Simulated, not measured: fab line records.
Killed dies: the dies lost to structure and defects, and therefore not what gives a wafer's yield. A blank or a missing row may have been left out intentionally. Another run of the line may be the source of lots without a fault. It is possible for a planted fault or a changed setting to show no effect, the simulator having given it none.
Chamber matching :: flow sky130 :: 4 sister chambers for SKY_VIA2_CMP_02 on cmp-01
The step polishes SiO2. 22 wafers are shown with their chamber, then 11 later ones without.

EACH WAFER AND ITS CHAMBER
wafer: L969.1
chamber: 3
motor_current_A (A): 10.6

wafer: L969.5
chamber: 0
motor_current_A (A): 11.2

wafer: L969.6
chamber: 1
motor_current_A (A): 13.0

wafer: L970.2
chamber: 2
motor_current_A (A): 11.8

wafer: L970.4
chamber: 0
motor_current_A (A): 11.6

wafer: L970.6
chamber: 3
motor_current_A (A): 10.9

wafer: L974.2
chamber: 2
motor_current_A (A): 11.5

wafer: L974.3
chamber: 0
motor_current_A (A): 11.8

wafer: L974.4
chamber: 1
motor_current_A (A): 12.8

wafer: L975.1
chamber: 1
motor_current_A (A): 13.1

wafer: L975.3
chamber: 3
motor_current_A (A): 10.3

wafer: L975.5
chamber: 2
motor_current_A (A): 11.7

wafer: L976.2
chamber: 0
motor_current_A (A): 11.5

wafer: L976.3
chamber: 1
motor_current_A (A): 12.7

wafer: L976.4
chamber: 2
motor_current_A (A): 11.6

wafer: L978.1
chamber: 0
motor_current_A (A): 11.9

wafer: L978.2
chamber: 3
motor_current_A (A): 10.5

wafer: L978.6
chamber: 3
motor_current_A (A): 10.7

wafer: L979.1
chamber: 0
motor_current_A (A): 11.5

wafer: L979.3
chamber: 2
motor_current_A (A): 11.4

wafer: L979.4
chamber: 1
motor_current_A (A): 12.3

wafer: L980.3
chamber: 0
motor_current_A (A): 11.8

SIGNATURES (means of the wafers above)
reading: motor_current_A
chamber 0: 11.614
chamber 1: 12.780
chamber 2: 11.600
chamber 3: 10.600
scatter within a chamber: 0.24
Rule: distance of a wafer from a chamber = root of the sum over the readings of ((wafer's reading minus chamber's mean) / reading's scatter) squared. If the next closest chamber is less than 2 further off than the closest, the wafer can't be placed; otherwise it belongs to the closest. The scatter: take each reading less its chamber's mean, square it, sum over the shown wafers, divide by the number of wafers less the number of chambers, and take the root.

WAFERS WHOSE CHAMBER IS MISSING
wafer: L980.4
motor_current_A (A): 10.4

wafer: L980.5
motor_current_A (A): 10.9

wafer: L981.1
motor_current_A (A): 11.2

wafer: L981.4
motor_current_A (A): 13.4

wafer: L981.6
motor_current_A (A): 11.3

wafer: L982.1
motor_current_A (A): 13.6

wafer: L982.2
motor_current_A (A): 10.7

wafer: L982.5
motor_current_A (A): 10.6

wafer: L985.2
motor_current_A (A): 10.7

wafer: L985.3
motor_current_A (A): 11.6

wafer: L985.4
motor_current_A (A): 13.1

THE CHAMBER EACH PASSED THROUGH
wafer: L980.4
from the rows above: 3
in truth: 3

wafer: L980.5
from the rows above: can't be placed: 3 or 2 or 0
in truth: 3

wafer: L981.1
from the rows above: can't be placed: 2 or 0 or 3
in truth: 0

wafer: L981.4
from the rows above: 1
in truth: 1

wafer: L981.6
from the rows above: can't be placed: 2 or 0 or 3
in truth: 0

wafer: L982.1
from the rows above: 1
in truth: 1

wafer: L982.2
from the rows above: 3
in truth: 3

wafer: L982.5
from the rows above: 3
in truth: 3

wafer: L985.2
from the rows above: 3
in truth: 3

wafer: L985.3
from the rows above: can't be placed: 2 or 0
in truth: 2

wafer: L985.4
from the rows above: 1
in truth: 1
Correct placement for 7 of the 11. Cannot be placed on the basis of these rows: 4; the candidates contain the true chamber in 4. 0 placed wrongly.
